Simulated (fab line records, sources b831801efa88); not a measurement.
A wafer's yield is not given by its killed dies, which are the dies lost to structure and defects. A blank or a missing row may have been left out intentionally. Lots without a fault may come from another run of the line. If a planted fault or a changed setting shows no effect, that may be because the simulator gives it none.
fab line records	flow sfq_line
[record] lots = 7	wafers = 21	last_day = 86
route steps=325 shown M2@92 I2@103 M3@118 I3@133 M8@325
lots that met no fault: taken from a fault-free run of the same line
start_h: start of the lot's first displayed wafer, in hours after the record's first day	wait_h: hours from the lot's prior step to this one	" as in the row above	L1.1+2: one row covering several wafers at once	- no value, or no start given	* or withheld: withheld	< > ~ a bound
route shown NAME@n: NAME is a module with steps in the file, n the number in the route of the first one	usual: mean and standard deviation over wafers with no fault	same: alike in all rows	chamber/n: place in a boat	sites: the reading at each site	_std_site: standard deviation across them	_edge_site: inner sites' mean taken away from outer sites' mean	radius_mm: how far each site lies from the wafer's centre	mask NAME#n: copy n	behind: the tool/chamber that last shaped the wafer	hold: what put the lot on hold/how long, in hours/how the hold closed	device: which transistor (n, p or np) failed to switch	end of line: the same wafers' tests at the end of the route	for a step that has no rows: nothing shown but its recipe	killed: not the wafer's yield, but the dies lost to structure and defects at the first sort	map: dies across one wafer; x = killed, . = not, _ = none there
set.NAME: setting as actually run; set.NAME@STEP: the setting as run at that earlier step	model.NAME: the simulator's own value behind a step, which no gauge read
lots at selected steps of the route; one table per step, one row per wafer
services: from which hour (start_h, from the record's first day; less than 0 if before it) a tool's chamber was out of use, for how many hours, and why
[[steps]]
[step SFQ_TRILAYER_M2_LITHO_COAT_062]
[recipe] resist = BARC	spin_rpm = 3000	resist_thk_nm = 62
[step SFQ_TRILAYER_M2_LITHO_COAT_057]
[recipe] resist = KrF	spin_rpm = 3000	resist_thk_nm = 600
[step SFQ_TRILAYER_M2_LITHO_SOFTBAKE_061]
[recipe] temp_c = withheld	time_s = withheld	resist = KrF
[step SFQ_TRILAYER_M2_LITHO_EXPOSE_058]
[recipe] mask_id = M2	na = 0.6	source_shape = conventional	sigma_outer = 0.65	target_cd_nm = 500	dose_mj = 14.4
[step SFQ_TRILAYER_M2_LITHO_PEB_060]
[recipe] peb_temp_c = 115	peb_time_s = 60	resist = KrF
[step SFQ_TRILAYER_M2_LITHO_DEVELOP_059]
[recipe] time_s = 60	resist = KrF
[step SFQ_M2_OVL_MEAS_916]
[usual] M2_OVL = -4/6.3
lot.wafer	tool	chamber	start_h	wait_h	M2_OVL[nm]
L573.1	overlay-02	-	510.68	0.1	-17
L573.3	"	-	"	"	-14
L573.5	"	-	"	"	-13
L583.1	overlay-02	-	577.68	0.1	-4
L583.2	"	-	"	"	7
L583.5	"	-	"	"	2
L587.2	overlay-02	-	582.49	0.1	-10
L587.4	"	-	"	"	-7
L587.6	"	-	"	"	-7
L588.2	overlay-02	-	583.69	0.1	-9
L588.4	"	-	"	"	-13
L588.6	"	-	"	"	-11
L589.4	overlay-02	-	584.90	0.1	-15
L589.5	"	-	"	"	-5
L589.6	"	-	"	"	-11
L592.1	overlay-02	-	588.48	0.1	0
L592.2	"	-	"	"	4
L592.5	"	-	"	"	-3
L594.2	overlay-02	-	590.89	0.1	-6
L594.4	"	-	"	"	-4
L594.5	"	-	"	"	-2
[step SFQ_TRILAYER_M2_BARC_OPEN_METAL_ETCH_077]
[recipe] mask_material = PR	chemistry = O2	target_depth_nm = 125	target = BARC	icp_w = 600	bias_w = 80	pressure_mtorr = 10	time_s = 41.7
[step SFQ_TRILAYER_M2_ETCH_METAL_ETCH_060]
[recipe] target = Nb	stop_on = SiO2	mask_material = PR	chemistry = Cl2/Ar	target_depth_nm = 240	icp_w = 600	bias_w = 80	pressure_mtorr = 10	time_s = 120
[step SFQ_TRILAYER_M2_STRIP_STRIP_061]
[recipe] gas = O2	power_w = 200	platen_temp_c = 40	overash_fraction = 0.65	chemistry = O2	pressure_mtorr = 50
[step SFQ_TRILAYER_M2_STRIP_SOLV_CLEAN_062]
[recipe] chemistry = NMP	temp_c = 70	time_s = 600
[step SFQ_TRILAYER_I2_DEP_PECVD_063]
[recipe] material = SiO2	temp_c = 150	time_s = 111.11	pressure_torr = 2.4	rf_w = 183.3	precursor = SiH4/N2O	target_thk_nm = 500
[usual] heater_power_w = 87/16	showerhead_vpp_V = 827/41	throttle_valve_pct = 23.9/1.3
lot.wafer	tool	chamber	start_h	wait_h	heater_power_w	showerhead_vpp_V	throttle_valve_pct
L573.1	pecvd-03	0	511.69	0.0	86	768	24.1
L573.3	"	2	"	"	118	828	23.7
L573.5	"	2	"	"	123	847	23.5
L583.1	pecvd-02	2	578.68	0.0	71	904	23.1
L583.2	"	0	"	"	73	840	23.1
L583.5	"	0	"	"	77	840	23.1
L587.2	pecvd-03	2	583.48	0.0	115	832	23.6
L587.4	"	0	"	"	99	762	24.2
L587.6	"	1	"	"	77	817	26.6
L588.2	pecvd-02	1	584.68	0.0	87	819	21.4
L588.4	"	0	"	"	79	844	23.3
L588.6	"	1	"	"	69	840	21.6
L589.4	pecvd-01	0	585.92	0.0	81	805	23.9
L589.5	"	1	"	"	76	809	22.7
L589.6	"	2	"	"	74	868	24.8
L592.1	pecvd-03	0	589.48	0.0	102	761	24.2
L592.2	"	2	"	"	119	841	23.6
L592.5	"	0	"	"	85	743	24.3
L594.2	pecvd-01	1	591.88	0.0	85	813	22.8
L594.4	"	1	"	"	91	815	22.7
L594.5	"	0	"	"	97	789	24.0
[step SFQ_TRILAYER_I2_CMP_CMP_064]
[recipe] material = SiO2	down_force_psi = 3	platen_rpm = 60	pad_velocity_m_s = 0.94248
[usual] edge_zone_pressure_frac = 1.000/0.005	motor_current_A = 9.8/0.98	retaining_ring_pressure_frac = 1.001/0.0047	time_to_endpoint_s = 216/6
lot.wafer	tool	chamber	start_h	wait_h	edge_zone_pressure_frac	motor_current_A	retaining_ring_pressure_frac	time_to_endpoint_s	model.SiO2_of_TRILAYER_I2_DEP_PECVD_063.thk_nm
L573.1	cmp-02	0	519.14	7.4	1.012	9.3	1.002	214	200.3
L573.3	"	3	520.64	8.9	0.995	12.8	1.003	217	200.4
L573.5	"	1	521.64	9.9	1.001	9.7	1.005	226	200.4
L583.1	cmp-01	1	608.20	29.5	1.008	9.5	0.996	210	200.8
L583.2	"	2	"	"	1.003	9.2	1.001	209	201.2
L583.5	"	1	610.20	31.4	0.999	9.7	0.995	214	201.8
L587.2	cmp-01	2	617.70	34.2	0.998	8.5	1.007	216	199.6
L587.4	"	3	"	"	0.997	8.6	1.001	219	200.4
L587.6	"	2	619.70	36.1	1.006	8.8	1.003	281	304.9
L588.2	cmp-02	0	618.42	33.7	1.009	9.9	1.004	206	200.8
L588.4	"	3	619.92	35.2	0.998	11.5	1.001	214	201.2
L588.6	"	0	"	"	1.005	9.6	1.001	215	201.2
L589.4	cmp-01	2	622.15	36.2	0.995	8.6	0.994	231	199.8
L589.6	"	3	"	"	1.000	9.1	1.004	286	307.1
L589.5	"	0	"	"	1.002	10.4	1.001	213	200.4
L592.2	cmp-01	1	626.65	37.1	0.997	9.6	0.997	210	199.1
L592.1	"	2	"	"	0.997	8.8	1.009	276	304.7
L592.5	"	2	629.15	39.6	1.002	9.2	1.003	225	199.7
L594.2	cmp-02	0	630.92	39.0	1.002	10.1	0.999	217	199.8
L594.4	"	1	"	"	1.003	9.6	1.002	217	201.4
L594.5	"	0	632.92	41.0	1.001	9.8	1.002	220	200.6
[step SFQ_I2_BOW_MEAS_917]
[recipe] mode = bow
[usual] I2_BOW = 2/8.7
lot.wafer	tool	chamber	start_h	wait_h	I2_BOW[um]
L573.1	film_metro-02	-	522.14	2.5	1
L573.3	"	-	"	"	-19
L573.5	"	-	"	"	-4
L583.1	film_metro-02	-	611.20	2.5	3
L583.2	"	-	"	"	1
L583.5	"	-	"	"	1
L587.2	film_metro-04	-	620.22	2.0	-19
L587.4	"	-	"	"	3
L587.6	"	-	"	"	2
L588.2	film_metro-03	-	621.44	2.5	-9
L588.4	"	-	"	"	-4
L588.6	"	-	"	"	-17
L589.4	film_metro-02	-	623.71	1.1	-7
L589.5	"	-	"	"	-11
L589.6	"	-	"	"	5
L592.1	film_metro-03	-	629.65	2.0	-11
L592.2	"	-	"	"	13
L592.5	"	-	"	"	3
L594.2	film_metro-03	-	633.44	2.0	8
L594.4	"	-	"	"	5
L594.5	"	-	"	"	6
[step SFQ_TRILAYER_I2_METRO_MEASURE_065]
[usual] thk_nm = 200.0/0.84
lot.wafer	tool	chamber	start_h	wait_h	thk_nm
L573.1	film_metro-02	-	522.26	0.1	200.3
L573.3	"	-	"	"	200.3
L573.5	"	-	"	"	200.4
L583.1	film_metro-02	-	611.32	0.1	200.8
L583.2	"	-	"	"	201.1
L583.5	"	-	"	"	201.7
L587.2	film_metro-04	-	620.52	0.3	199.6
L587.4	"	-	"	"	200.6
L587.6	"	-	"	"	304.9
L588.2	film_metro-03	-	621.74	0.3	200.9
L588.4	"	-	"	"	201.2
L588.6	"	-	"	"	201.2
L589.4	film_metro-02	-	624.37	0.6	199.7
L589.5	"	-	"	"	200.5
L589.6	"	-	"	"	307.3
L592.1	film_metro-03	-	629.77	0.1	304.9
L592.2	"	-	"	"	199.0
L592.5	"	-	"	"	199.6
L594.2	film_metro-03	-	633.74	0.3	199.7
L594.4	"	-	"	"	201.4
L594.5	"	-	"	"	200.7
[step SFQ_TRILAYER_I2_VIA_LITHO_COAT_072]
[recipe] resist = BARC	spin_rpm = 3000	resist_thk_nm = 62
[step SFQ_TRILAYER_I2_VIA_LITHO_COAT_067]
[recipe] resist = KrF	spin_rpm = 3000	resist_thk_nm = 650
[step SFQ_TRILAYER_I2_VIA_LITHO_SOFTBAKE_071]
[recipe] temp_c = withheld	time_s = withheld	resist = KrF
[step SFQ_TRILAYER_I2_VIA_LITHO_EXPOSE_068]
[recipe] mask_id = I2	na = 0.6	source_shape = conventional	sigma_outer = 0.65	target_cd_nm = 500	dose_mj = 21.3
[step SFQ_TRILAYER_I2_VIA_LITHO_PEB_070]
[recipe] peb_temp_c = 115	peb_time_s = 60	resist = KrF
[step SFQ_TRILAYER_I2_VIA_LITHO_DEVELOP_069]
[recipe] time_s = 60	resist = KrF
[step SFQ_I2_OVL_MEAS_918]
[usual] I2_OVL = 1/6.3
lot.wafer	tool	chamber	start_h	wait_h	I2_OVL[nm]
L573.1	overlay-02	-	540.84	0.1	1
L573.3	"	-	"	"	5
L573.5	"	-	"	"	1
L583.1	overlay-01	-	746.54	0.1	-3
L583.2	"	-	"	"	0
L583.5	"	-	"	"	-10
L587.2	overlay-02	-	757.34	0.1	0
L587.4	"	-	"	"	-4
L587.6	"	-	"	"	-2
L588.2	overlay-02	-	759.74	0.1	11
L588.4	"	-	"	"	9
L588.6	"	-	"	"	7
L589.4	overlay-02	-	760.96	0.1	8
L589.5	"	-	"	"	11
L589.6	"	-	"	"	8
L592.1	overlay-01	-	766.94	0.1	-1
L592.2	"	-	"	"	10
L592.5	"	-	"	"	-4
L594.2	overlay-01	-	772.94	0.1	6
L594.4	"	-	"	"	11
L594.5	"	-	"	"	18
[step SFQ_TRILAYER_I2_VIA_BARC_OPEN_VIA_ETCH_096]
[recipe] mask_material = PR	chemistry = O2	target_depth_nm = 125	target = BARC	source_w = 500	bias_w = 80	pressure_mtorr = 30	time_s = 41.7
[step SFQ_TRILAYER_I2_VIA_ETCH_VIA_ETCH_070]
[recipe] target = SiO2	stop_on = Nb	mask_material = PR	taper_deg = 20	chemistry = CHF3	target_depth_nm = 260	source_w = 500	bias_w = 80	pressure_mtorr = 30	time_s = withheld
[usual] drypump_motor_current_A = 5.6/0.43	oes_product_au = 0.855/0.0051
lot.wafer	tool	chamber	start_h	wait_h	drypump_motor_current_A	oes_product_au	model.I2.feature_depth_nm	model.etch.depth_nm
L573.1	rie_diel-03	3	540.91	0.0	4.7	0.854	200.3	200.3
L573.3	"	1	"	"	6.6	0.859	200.4	200.4
L573.5	"	2	"	"	5.7	0.850	200.4	200.4
L583.1	rie_diel-02	3	746.61	0.0	5.6	0.862	200.8	200.8
L583.2	"	0	"	"	5.8	0.859	201.2	201.2
L583.5	"	3	"	"	5.6	0.854	201.8	201.8
L587.2	rie_diel-01	0	757.41	0.0	5.5	0.856	199.6	199.6
L587.4	"	3	"	"	5.9	0.864	200.4	200.4
L587.6	"	1	"	"	5.1	1.008	261.8	261.8
L588.2	rie_diel-02	3	759.81	0.0	5.6	0.853	200.8	200.8
L588.4	"	1	"	"	5.4	0.860	201.2	201.2
L588.6	"	3	"	"	5.6	0.857	201.2	201.2
L589.4	rie_diel-01	0	761.01	0.0	5.4	0.852	199.8	199.8
L589.5	"	3	"	"	5.9	0.857	200.4	200.4
L589.6	"	0	"	"	5.5	0.997	258.4	258.4
L592.1	rie_diel-02	1	767.01	0.0	5.4	1.006	262	262
L592.2	"	2	"	"	6.0	0.851	199.1	199.1
L592.5	"	3	"	"	5.6	0.841	199.7	199.7
L594.2	rie_diel-03	1	773.01	0.0	6.6	0.859	199.8	199.8
L594.4	"	0	"	"	5.8	0.861	201.4	201.4
L594.5	"	3	"	"	4.8	0.851	200.6	200.6
[step SFQ_TRILAYER_I2_VIA_STRIP_STRIP_071]
[recipe] gas = O2	power_w = 200	platen_temp_c = 40	overash_fraction = 0.65	chemistry = O2	pressure_mtorr = 50
[step SFQ_TRILAYER_I2_VIA_STRIP_SOLV_CLEAN_072]
[recipe] chemistry = NMP	temp_c = 70	time_s = 600
[step SFQ_TRILAYER_M3_DEP_PRE_CLEAN_074]
[recipe] gas = Ar	time_s = 22.5	bias_v = 250
lot.wafer	tool	chamber	start_h	wait_h	model.SiO2_of_TRILAYER_I2_DEP_PECVD_063.thk_nm
L573.1	pvd_sputter-06	-	541.80	0.0	192.8
L573.3+5	"	-	"	"	192.9
L583.1	pvd_sputter-03	-	747.50	0.0	193.3
L583.2	"	-	"	"	193.7
L583.5	"	-	"	"	194.3
L587.2	pvd_sputter-03	-	758.30	0.0	192.1
L587.4	"	-	"	"	192.9
L587.6	"	-	"	"	297.4
L588.2	pvd_sputter-06	-	760.70	0.0	193.3
L588.4+6	"	-	"	"	193.7
L589.4	pvd_sputter-04	-	761.90	0.0	192.3
L589.5	"	-	"	"	192.9
L589.6	"	-	"	"	299.6
L592.1	pvd_sputter-06	-	767.90	0.0	297.2
L592.2	"	-	"	"	191.6
L592.5	"	-	"	"	192.2
L594.2	pvd_sputter-06	-	773.90	0.0	192.3
L594.4	"	-	"	"	193.9
L594.5	"	-	"	"	193.1
[step SFQ_TRILAYER_M3_DEP_SPUTTER_073]
[recipe] material = Nb	base_pressure_pa = 1.33e-06	chamber_pressure_pa = 0.1333	substrate_temp_c = 20	resputter_cathode_voltage_v = 400	target_thk_nm = 200	power_w = 2000	time_s = 133.3
[step SFQ_M3_RS_MEAS_919]
[recipe] thk_meas_gauge = four-point-probe	reads = Nb_of_TRILAYER_M3_DEP_SPUTTER_073
[usual] M3_NB_RS = 0.892/0.011
lot.wafer	tool	chamber	start_h	wait_h	M3_NB_RS[ohm/sq]
L573.1	film_metro-03	-	541.92	0.0	0.895
L573.3	"	-	"	"	0.891
L573.5	"	-	"	"	0.902
L583.1	film_metro-01	-	747.62	0.0	0.890
L583.2	"	-	"	"	0.886
L583.5	"	-	"	"	0.895
L587.2	film_metro-03	-	758.44	0.1	0.874
L587.4	"	-	"	"	0.879
L587.6	"	-	"	"	0.883
L588.2	film_metro-03	-	760.84	0.1	0.883
L588.4	"	-	"	"	0.886
L588.6	"	-	"	"	0.879
L589.4	film_metro-03	-	762.08	0.1	0.895
L589.5	"	-	"	"	0.899
L589.6	"	-	"	"	0.905
L592.1	film_metro-01	-	768.02	0.0	0.894
L592.2	"	-	"	"	0.890
L592.5	"	-	"	"	0.886
L594.2	film_metro-02	-	774.04	0.1	0.888
L594.4	"	-	"	"	0.898
L594.5	"	-	"	"	0.903
[step SFQ_TRILAYER_M3_LITHO_COAT_080]
[recipe] resist = BARC	spin_rpm = 3000	resist_thk_nm = 62
[step SFQ_TRILAYER_M3_LITHO_COAT_075]
[recipe] resist = KrF	spin_rpm = 3000	resist_thk_nm = 600
[step SFQ_TRILAYER_M3_LITHO_SOFTBAKE_079]
[recipe] temp_c = withheld	time_s = withheld	resist = KrF
[step SFQ_TRILAYER_M3_LITHO_EXPOSE_076]
[recipe] mask_id = M3	na = 0.6	source_shape = conventional	sigma_outer = 0.65	target_cd_nm = 500	dose_mj = 14.4
[step SFQ_TRILAYER_M3_LITHO_PEB_078]
[recipe] peb_temp_c = 115	peb_time_s = 60	resist = KrF
[step SFQ_TRILAYER_M3_LITHO_DEVELOP_077]
[recipe] time_s = 60	resist = KrF
[step SFQ_M3_OVL_MEAS_921]
[usual] M3_OVL = 1/5.5
lot.wafer	tool	chamber	start_h	wait_h	M3_OVL[nm]
L573.1	overlay-01	-	555.04	0.1	6
L573.3	"	-	"	"	3
L573.5	"	-	"	"	-9
L583.1	overlay-02	-	896.05	0.1	0
L583.2	"	-	"	"	-5
L583.5	"	-	"	"	3
L587.2	overlay-01	-	905.65	0.1	3
L587.4	"	-	"	"	-4
L587.6	"	-	"	"	-4
L588.2	overlay-02	-	909.25	0.1	6
L588.4	"	-	"	"	4
L588.6	"	-	"	"	5
L589.4	overlay-02	-	911.66	0.1	1
L589.5	"	-	"	"	0
L589.6	"	-	"	"	3
L592.1	overlay-02	-	918.85	0.1	6
L592.2	"	-	"	"	-2
L592.5	"	-	"	"	11
L594.2	overlay-01	-	923.65	0.1	6
L594.4	"	-	"	"	7
L594.5	"	-	"	"	2
[step SFQ_TRILAYER_M3_BARC_OPEN_METAL_ETCH_100]
[recipe] mask_material = PR	chemistry = O2	target_depth_nm = 125	target = BARC	icp_w = 600	bias_w = 80	pressure_mtorr = 10	time_s = 41.7
[usual] drypump_motor_current_A = 5.39/0.28	oes_product_au = 0.684/0.0049
lot.wafer	tool	chamber	start_h	wait_h	drypump_motor_current_A	oes_product_au	rf_hours_counter_h
L573.1	rie_metal-02	0	555.07	0.0	5.51	0.682	60
L573.3	"	0	"	"	5.48	0.690	-
L573.5	"	0	"	"	5.49	0.681	-
L583.1	rie_metal-02	0	896.08	0.0	5.44	0.680	111
L583.2	"	1	"	"	5.67	0.690	148
L583.5	"	1	"	"	5.68	0.686	-
L587.2	rie_metal-04	0	905.68	0.0	4.87	0.684	45
L587.4	"	0	"	"	4.86	0.682	-
L587.6	"	1	"	"	5.44	0.678	-
L588.2	rie_metal-04	1	909.28	0.0	5.46	0.688	144
L588.4	"	1	"	"	5.47	0.690	-
L588.6	"	1	"	"	5.45	0.686	-
L589.4	rie_metal-04	1	911.70	0.0	5.48	0.684	-
L589.5	"	0	"	"	4.85	0.688	-
L589.6	"	1	"	"	5.47	0.680	-
L592.1	rie_metal-02	1	918.88	0.0	5.69	0.688	151
L592.2	"	0	"	"	5.48	0.697	115
L592.5	"	1	"	"	5.69	0.686	-
L594.2	rie_metal-02	1	923.68	0.0	5.66	0.684	152
L594.4	"	0	"	"	5.46	0.686	-
L594.5	"	0	"	"	5.47	0.683	-
[step SFQ_TRILAYER_M3_ETCH_METAL_ETCH_078]
[recipe] target = Nb	stop_on = SiO2	mask_material = PR	chemistry = Cl2/Ar	target_depth_nm = 240	icp_w = 600	bias_w = 80	pressure_mtorr = 10	time_s = 120
[usual] drypump_motor_current_A = 5.39/0.28	oes_product_au = 0.893/0.0074
lot.wafer	tool	chamber	start_h	wait_h	drypump_motor_current_A	oes_product_au	rf_hours_counter_h
L573.1	rie_metal-02	0	555.13	0.0	5.49	0.892	60
L573.3	"	0	"	"	5.46	0.890	-
L573.5	"	0	"	"	5.50	0.879	-
L583.1	rie_metal-02	0	896.14	0.0	5.47	0.899	111
L583.2	"	1	"	"	5.66	0.896	148
L583.5	"	1	"	"	5.67	0.892	-
L587.2	rie_metal-04	0	905.74	0.0	4.89	0.899	46
L587.4	"	0	"	"	4.88	0.898	-
L587.6	"	1	"	"	5.45	0.892	-
L588.2	rie_metal-04	1	909.34	0.0	5.45	0.891	144
L588.4	"	1	"	"	5.44	0.895	-
L588.6	"	1	"	"	5.43	0.910	-
L589.4	rie_metal-04	1	911.78	0.1	5.48	0.890	-
L589.5	"	0	"	"	4.88	0.887	-
L589.6	"	1	"	"	5.46	0.887	-
L592.1	rie_metal-02	1	918.94	0.0	5.71	0.896	151
L592.2	"	0	"	"	5.49	0.889	115
L592.5	"	1	"	"	5.69	0.892	-
L594.2	rie_metal-02	1	923.74	0.0	5.68	0.910	152
L594.4	"	0	"	"	5.47	0.890	-
L594.5	"	0	"	"	5.47	0.891	-
[step SFQ_TRILAYER_M3_STRIP_STRIP_079]
[recipe] gas = O2	power_w = 200	platen_temp_c = 40	overash_fraction = 0.65	chemistry = O2	pressure_mtorr = 50
[usual] drypump_motor_current_A = 5.40/0.28	oes_product_au = 0.995/0.0066
[same] overash_fraction = 0.65
lot.wafer	tool	chamber	start_h	wait_h	drypump_motor_current_A	oes_product_au	rf_hours_counter_h
L573.1	rie_metal-02	0	555.26	0.1	5.51	0.988	60
L573.3	"	0	"	"	5.51	0.982	-
L573.5	"	0	"	"	5.50	0.990	-
L583.1	rie_metal-02	0	896.27	0.1	5.48	0.980	111
L583.2	"	1	"	"	5.68	0.991	148
L583.5	"	1	"	"	5.67	0.992	-
L587.2	rie_metal-04	0	905.87	0.1	4.88	0.991	46
L587.4	"	0	"	"	4.90	0.991	-
L587.6	"	1	"	"	5.45	0.999	-
L588.2	rie_metal-04	1	909.47	0.1	5.47	1.000	144
L588.4	"	1	"	"	5.46	0.995	-
L588.6	"	1	"	"	5.46	0.990	-
L589.4	rie_metal-04	1	912.07	0.2	5.46	0.996	-
L589.5	"	0	"	"	4.86	0.985	-
L589.6	"	1	"	"	5.47	0.987	-
L592.1	rie_metal-02	1	919.07	0.1	5.69	1.002	151
L592.2	"	0	"	"	5.48	0.989	115
L592.5	"	1	"	"	5.70	1.001	-
L594.2	rie_metal-02	1	923.87	0.1	5.68	0.998	152
L594.4	"	0	"	"	5.47	1.000	-
L594.5	"	0	"	"	5.49	0.990	-
[step SFQ_TRILAYER_M3_STRIP_SOLV_CLEAN_080]
[recipe] chemistry = NMP	temp_c = 70	time_s = 600
[step SFQ_TRILAYER_I3_DEP_PECVD_081]
[recipe] material = SiO2	temp_c = 150	time_s = 111.11	pressure_torr = 2.4	rf_w = 183.3	precursor = SiH4/N2O	target_thk_nm = 500
[usual] heater_power_w = 95/22	showerhead_vpp_V = 820/45	throttle_valve_pct = 25.2/2
lot.wafer	tool	chamber	start_h	wait_h	heater_power_w	showerhead_vpp_V	throttle_valve_pct
L573.1	pecvd-03	1	556.03	0.0	79	821	26.7
L573.3	"	2	"	"	127	822	23.5
L573.5	"	0	"	"	84	751	24.3
L583.1	pecvd-03	1	897.04	0.0	82	808	27.7
L583.2	"	2	"	"	126	850	24.2
L583.5	"	0	"	"	98	756	24.7
L587.2	pecvd-03	0	906.64	0.0	85	748	24.8
L587.4	"	2	"	"	127	841	24.0
L587.6	"	0	"	"	90	753	25.0
L588.2	pecvd-02	1	910.24	0.0	87	818	21.7
L588.4	"	1	"	"	72	840	22.0
L588.6	"	0	"	"	73	860	24.2
L589.4	pecvd-04	0	912.68	0.0	88	758	28.3
L589.5	"	1	"	"	101	817	24.9
L589.6	"	2	"	"	147	808	28.2
L592.1	pecvd-04	1	919.84	0.0	109	805	24.7
L592.2	"	0	"	"	97	754	28.4
L592.5	"	2	"	"	139	834	28.2
L594.2	pecvd-02	2	924.64	0.0	73	905	24.0
L594.4	"	1	"	"	71	832	22.1
L594.5	"	2	"	"	76	916	24.5
[step SFQ_M8_BOW_MEAS_951]
[recipe] mode = bow
[usual] M8_BOW = 5/12
lot.wafer	tool	chamber	start_h	wait_h	M8_BOW[um]	model.etest.i2.link_ohm
L573.1	film_metro-04	-	1933.86	0.0	-5	1.981
L573.3	"	-	"	"	-27	1.972
L573.5	"	-	"	"	-9	1.988
L583.1	film_metro-02	-	2033.79	0.0	9	1.975
L583.2	"	-	"	"	6	1.963
L583.5	"	-	"	"	6	1.978
L587.2	film_metro-03	-	2047.14	0.0	-15	1.958
L587.4	"	-	"	"	7	1.961
L587.6	"	-	"	"	7	1e+06
L588.2	film_metro-02	-	2050.33	0.0	2	1.964
L588.4	"	-	"	"	6	1.982
L588.6	"	-	"	"	-6	1.97
L589.4	film_metro-04	-	2050.85	0.1	7	1.979
L589.5	"	-	"	"	3	1.985
L589.6	"	-	"	"	19	1e+06
L592.1	film_metro-04	-	2061.52	0.0	-18	1e+06
L592.2	"	-	"	"	8	1.973
L592.5	"	-	"	"	-3	1.97
L594.2	film_metro-04	-	2074.64	0.0	4	1.97
L594.4	"	-	"	"	1	1.982
L594.5	"	-	"	"	2	1.981
[[services]]
tool	chamber	start_h	hours	kind
film_metro-03	-	504.51	0.6	pm
rie_metal-04	-	504.65	2.8	pm
cmp-01	-	548.73	2.5	repair
pecvd-02	-	563.75	14.0	pm
pecvd-03	-	577.53	1.5	repair
pvd_sputter-06	-	584.75	21.9	repair
rie_metal-04	1	646.70	8.3	repair
cmp-01	-	656.84	1.0	repair
rie_metal-04	1	663.43	10.3	repair
pecvd-02	-	690.83	1.4	repair
pvd_sputter-06	-	701.83	4.8	repair
cmp-01	-	703.37	5.0	repair
pecvd-03	2	705.62	16.7	repair
cmp-01	-	711.41	5.7	pm
pecvd-02	2	724.14	12.9	repair
cmp-01	-	726.12	6.9	pm
cmp-01	-	746.58	3.3	repair
cmp-01	-	749.60	2.0	repair
cmp-01	-	751.62	4.0	pm
pecvd-02	-	763.51	6.0	pm
cmp-01	-	841.28	1.8	repair
pecvd-02	0	854.93	3.4	repair
pvd_sputter-06	-	897.92	1.7	repair
pecvd-02	2	919.10	3.4	repair
[[key]]
[first_sign] step = SFQ_TRILAYER_I2_CMP_CMP_064	reading = time_to_endpoint_s	direction = up	sigmas = 11	usual = *	struck = *
[effect] step = SFQ_TRILAYER_I2_METRO_MEASURE_065	reading = thk_nm	direction = up	sigmas = 99+	usual = 200.0	struck = 305.7
[effect] step = SFQ_TRILAYER_I2_VIA_ETCH_VIA_ETCH_070	reading = oes_product_au	direction = up	sigmas = 29	usual = 0.855	struck = 1.004
[model_effect] step = SFQ_TRILAYER_I2_CMP_CMP_064	value = SiO2_of_TRILAYER_I2_DEP_PECVD_063.thk_nm	without = 199.9	struck = 305.6
[model_effect] step = SFQ_TRILAYER_I2_VIA_ETCH_VIA_ETCH_070	value = I2.feature_depth_nm	without = 199.9	struck = 260.7
[model_effect] step = SFQ_TRILAYER_M3_DEP_PRE_CLEAN_074	value = SiO2_of_TRILAYER_I2_DEP_PECVD_063.thk_nm	without = 192.4	struck = 298.1
[model_effect] step = SFQ_M8_BOW_MEAS_951	value = etest.i2.link_ohm	without = 1.976	struck = 1e+06
met_at SFQ_TRILAYER_I2_CMP_CMP_064
struck_wafers L587.6,L589.6,L592.1
[fault] kind = process_parameter_drift	tool = cmp-01	chamber = -	onset_h = 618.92	steps = SFQ_TRILAYER_I2_CMP_CMP_064	channel = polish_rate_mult	offset = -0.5	shape = step	end_h = 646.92	scope = struck_wafers_only
